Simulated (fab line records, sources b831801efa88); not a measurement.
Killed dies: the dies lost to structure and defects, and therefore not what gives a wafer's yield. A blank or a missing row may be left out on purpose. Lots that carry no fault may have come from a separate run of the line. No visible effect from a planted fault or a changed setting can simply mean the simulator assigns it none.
Which tool is to blame?	flow gf180mcu	72 wafers from 24 lots sampled at 6 of the route's 602 steps

WHAT THE GAUGES SHOWED, per wafer
GF_STI_THK_MEAS_22.
lot	measured	on	STI_OXIDATION_01_THK (nm)
L074	day 2 04:19	film-metro-04	14.88 15.05 15.05
L075	day 2 10:16	film-metro-04	14.76 14.58 14.57
L076	day 2 16:30	film-metro-04	15.48 15.44 15.30
L077	day 2 18:20	film-metro-03	15.02 14.86 14.94
L078	day 3 02:17	film-metro-03	15.19 15.04 15.11
L079	day 3 04:49	film-metro-04	14.69 14.56 14.68
L080	day 3 11:22	film-metro-04	15.24 15.01 15.29
L081	day 3 16:02	film-metro-01	15.31 15.11 15.20
L082	day 3 20:25	film-metro-04	15.33 15.37 15.61
L083	day 4 02:36	film-metro-01	15.05 15.05 15.10
L084	day 4 07:00	film-metro-04	14.85 15.12 15.04
L085	day 4 13:41	film-metro-01	15.23 15.10 15.09
L086	day 4 17:40	film-metro-04	15.14 15.04 15.13
L087	day 4 22:07	film-metro-01	14.85 14.88 15.02
L088	day 5 06:23	film-metro-03	14.70 14.64 14.85
L089	day 5 08:41	film-metro-01	15.38 14.96 15.25
L090	day 5 14:56	film-metro-04	15.02 15.08 15.02
L091	day 5 23:05	film-metro-04	15.24 15.14 14.84
L092	day 6 03:03	film-metro-04	14.89 15.25 14.70
L093	day 6 10:40	film-metro-01	15.19 15.18 14.91
L094	day 6 14:04	film-metro-04	15.20 15.14 15.41
L095	day 6 21:02	film-metro-01	14.80 14.99 14.99
L097	day 7 02:05	film-metro-03	14.73 14.39 14.42
L096	day 7 03:13	film-metro-04	14.71 14.94 14.87

GF_CONTACT_THK_MEAS_03.
lot	measured	on	CONTACT_CVD_02_THK (nm)
L074	day 15 06:57	film-metro-03	867 856 863
L075	day 15 16:58	film-metro-03	850 848 857
L076	day 15 21:34	film-metro-02	835 847 874
L077	day 16 11:12	film-metro-01	856 845 848
L078	day 16 15:06	film-metro-02	841 855 864
L079	day 16 19:44	film-metro-03	855 880 895
L080	day 17 05:56	film-metro-02	845 843 861
L081	day 17 20:43	film-metro-01	855 843 879
L082	day 17 22:36	film-metro-01	850 856 876
L083	day 18 08:23	film-metro-03	860 842 855
L084	day 19 00:01	film-metro-01	845 855 866
L085	day 19 04:35	film-metro-01	870 878 860
L086	day 19 14:48	film-metro-03	850 878 859
L087	day 19 21:11	film-metro-02	872 871 858
L088	day 20 08:00	film-metro-01	867 854 877
L089	day 20 16:52	film-metro-01	867 879 857
L090	day 21 04:32	film-metro-01	851 848 860
L091	day 22 04:16	film-metro-03	853 858 849
L092	day 22 04:34	film-metro-03	863 854 871
L093	day 22 12:56	film-metro-03	847 826 844
L094	day 22 15:37	film-metro-01	853 858 868
L095	day 22 22:59	film-metro-03	857 857 856
L097	day 23 09:25	film-metro-03	856 855 861
L096	day 23 11:47	film-metro-03	869 889 883

GF_M3_THK_MEAS_06: measures by xrf.
lot	measured	on	M3_ALCU_THK (nm)
L074	day 20 11:00	film-metro-01	455 453 456
L075	day 20 21:55	film-metro-04	459 456 454
L076	day 21 03:33	film-metro-04	458 445 455
L077	day 21 16:43	film-metro-04	460 447 457
L078	day 21 21:43	film-metro-04	457 457 465
L079	day 22 02:43	film-metro-04	454 455 447
L080	day 22 13:03	film-metro-02	457 455 461
L081	day 23 03:47	film-metro-04	454 450 457
L082	day 23 06:31	film-metro-02	442 449 455
L083	day 23 15:13	film-metro-02	454 457 450
L084	day 24 06:04	film-metro-01	453 451 459
L085	day 24 09:23	film-metro-04	460 451 456
L086	day 24 19:51	film-metro-04	454 448 444
L087	day 25 01:34	film-metro-01	458 459 451
L088	day 25 09:48	film-metro-01	462 467 460
L089	day 25 15:58	film-metro-02	463 449 460
L090	day 26 05:23	film-metro-04	448 454 438
L091	day 27 01:26	film-metro-04	443 448 459
L092	day 27 02:25	film-metro-04	448 452 448
L093	day 27 09:29	film-metro-04	452 449 446
L094	day 27 12:28	film-metro-02	450 457 458
L095	day 27 18:41	film-metro-04	453 442 454
L097	day 28 03:40	film-metro-04	443 451 452
L096	day 28 05:19	film-metro-02	455 455 445

GF_MIM_RS_MEAS_10: uses a four-point probe to measure.
lot	measured	on	MIM_ALCU_RS (ohm/sq)
L074	day 24 12:52	film-metro-02	0.1616 0.1588 0.1585
L075	day 25 01:00	film-metro-04	0.1601 0.1582 0.1587
L076	day 25 03:55	film-metro-02	0.1616 0.1569 0.1621
L077	day 25 15:23	film-metro-04	0.1617 0.1602 0.1641
L078	day 25 21:15	film-metro-01	0.1622 0.1594 0.1610
L079	day 26 00:51	film-metro-01	0.1618 0.1645 0.1630
L080	day 26 11:42	film-metro-04	0.1588 0.1580 0.1571
L081	day 27 00:54	film-metro-02	0.1612 0.1575 0.1602
L082	day 27 03:26	film-metro-01	0.1582 0.1573 0.1585
L083	day 27 12:04	film-metro-01	0.1558 0.1582 0.1603
L084	day 27 23:24	film-metro-04	0.1608 0.1660 0.1608
L085	day 28 03:50	film-metro-01	0.1635 0.1599 0.1606
L086	day 28 12:59	film-metro-01	0.1591 0.1636 0.1599
L087	day 28 17:11	film-metro-02	0.1595 0.1583 0.1615
L088	day 29 01:21	film-metro-02	0.1609 0.1649 0.1610
L089	day 29 06:02	film-metro-02	0.1599 0.1600 0.1588
L090	day 29 17:28	film-metro-04	0.1618 0.1589 0.1609
L091	day 30 12:07	film-metro-01	0.1589 0.1598 0.1583
L092	day 30 13:50	film-metro-02	0.1581 0.1578 0.1567
L093	day 30 20:05	film-metro-02	0.1619 0.1582 0.1623
L094	day 30 21:31	film-metro-02	0.1584 0.1602 0.1593
L095	day 31 01:50	film-metro-04	0.1605 0.1607 0.1578
L097	day 31 11:43	film-metro-04	0.1602 0.1598 0.1631
L096	day 31 13:23	film-metro-04	0.1604 0.1608 0.1583

GF_V5_THK_MEAS_03.
lot	measured	on	V5_CVD_02_THK (nm)
L074	day 26 08:43	film-metro-03	1454 1479 1494
L075	day 26 19:08	film-metro-04	1439 1452 1451
L076	day 26 23:02	film-metro-01	1438 1441 1463
L077	day 27 11:10	film-metro-01	1456 1437 1448
L078	day 27 15:56	film-metro-01	1393 1441 1467
L079	day 27 18:59	film-metro-04	1428 1457 1439
L080	day 28 05:50	film-metro-03	1461 1443 1465
L081	day 28 17:20	film-metro-04	1436 1421 1433
L082	day 28 19:44	film-metro-04	1438 1440 1468
L083	day 29 04:38	film-metro-01	1438 1446 1474
L084	day 29 14:57	film-metro-01	1434 1469 1478
L085	day 29 18:56	film-metro-04	1448 1460 1456
L086	day 30 03:10	film-metro-03	1459 1472 1472
L087	day 30 07:50	film-metro-04	1437 1445 1443
L088	day 30 16:03	film-metro-04	1438 1386 1466
L089	day 30 20:05	film-metro-01	1465 1453 1462
L090	day 31 06:25	film-metro-04	1437 1436 1464
L091	day 32 00:04	film-metro-04	1399 1454 1429
L092	day 32 01:24	film-metro-04	1426 1434 1473
L093	day 32 08:24	film-metro-01	1415 1439 1474
L094	day 32 08:51	film-metro-04	1469 1477 1481
L095	day 32 13:36	film-metro-03	1436 1430 1449
L097	day 32 21:47	film-metro-01	1455 1480 1473
L096	day 33 00:13	film-metro-01	1444 1488 1425

WHICH TOOL RAN EACH LOT (tool, then ch and the chambers of the sampled wafers, then the start)
lot	GF_V3_STRIP_18
L074	plasma-asher-03 ch 0,1, day 22 10:58
L075	plasma-asher-04 ch 0,1, day 22 23:17
L076	plasma-asher-03 ch 0,1, day 23 03:21
L077	plasma-asher-01 ch 0,1, day 23 15:58
L078	plasma-asher-03 ch 0,1, day 23 21:49
L079	plasma-asher-03 ch 1, day 24 01:14
L080	plasma-asher-03 ch 0,1, day 24 12:47
L081	plasma-asher-01 ch 0,1, day 25 01:35
L082	plasma-asher-01 ch 0,1, day 25 04:01
L083	plasma-asher-03 ch 0,1, day 25 13:08
L084	plasma-asher-01 ch 0,1, day 26 02:58
L085	plasma-asher-01 ch 0,1, day 26 05:53
L086	plasma-asher-04 ch 1, day 26 15:19
L087	plasma-asher-04 ch 0,1, day 26 20:49
L088	plasma-asher-03 ch 0,1, day 27 05:32
L089	plasma-asher-01 ch 0,1, day 27 11:28
L090	plasma-asher-03 ch 0,1, day 27 22:40
L091	plasma-asher-04 ch 0,1, day 28 18:08
L092	plasma-asher-04 ch 0,1, day 28 19:50
L093	plasma-asher-01 ch 0, day 29 02:04
L094	plasma-asher-01 ch 0,1, day 29 03:48
L095	plasma-asher-04 ch 0,1, day 29 09:14
L097	plasma-asher-03 ch 0,1, day 29 18:46
L096	plasma-asher-01 ch 0,1, day 29 20:43
- GF_V3_STRIP_18: strips in O2/N2.

AS READ BY THE TOOLS THEMSELVES (means over the sampled wafers that have a number; for cases with no such wafer, the mark the record gives instead)
GF_V3_STRIP_18.
lot	tool	drypump-motor-current-A (A)	heater-power-w (W)	oes-product-au (a.u.)	platen-temp-c (C)
L074	plasma-asher-03	5.9	334	0.595	249.81
L075	plasma-asher-04	6.4	305	0.591	249.84
L076	plasma-asher-03	5.9	338	0.593	250.04
L077	plasma-asher-01	5.6	359	0.596	250.07
L078	plasma-asher-03	5.9	338	0.595	249.88
L079	plasma-asher-03	5.8	370	0.595	250.16
L080	plasma-asher-03	5.9	339	0.596	249.92
L081	plasma-asher-01	5.5	402	0.589	250.19
L082	plasma-asher-01	5.6	355	0.590	250.06
L083	plasma-asher-03	5.9	333	0.598	250.03
L084	plasma-asher-01	5.5	410	0.594	249.86
L085	plasma-asher-01	5.5	399	0.595	250.11
L086	plasma-asher-04	6.2	288	0.595	250.06
L087	plasma-asher-04	6.5	319	0.590	250.15
L088	plasma-asher-03	5.8	353	0.592	250.18
L089	plasma-asher-01	5.6	359	0.593	249.95
L090	plasma-asher-03	5.9	333	0.593	249.81
L091	plasma-asher-04	6.4	301	0.592	250.01
L092	plasma-asher-04	6.5	317	0.595	250.06
L093	plasma-asher-01	5.7	312	0.596	249.98
L094	plasma-asher-01	5.6	352	0.588	249.88
L095	plasma-asher-04	6.4	302	0.594	249.88
L097	plasma-asher-03	5.9	334	0.591	250.01
L096	plasma-asher-01	5.6	364	0.588	250.01

THE ANSWER, worked out from the rows above alone
Rule: what is usual is taken from the lots themselves. Put in order of their means at a reading, lots are off if they are a third of the lots or fewer, leave a main group of 4 or more, and stand apart from it by a gap of 3 or more times the standard deviation of the main group's means; of several such gaps the widest counts. If all means in a main group match to the digits the tables above print for the reading, that group is not used. Also off: a lot with no number at a reading for which 4 or more lots have one. All remaining lots with rows at the step are treated as sound. After the gauges, taken in route order, come the tools' own readings; for these a lot's mean is taken, as printed above. The first step at which some lot is off is used, and at that step the reading that is off furthest; a lot without a number counts as furthest.
None of the lots is off at any reading shown; this tells nothing.

WHAT THE SIMULATOR HAD INSERTED
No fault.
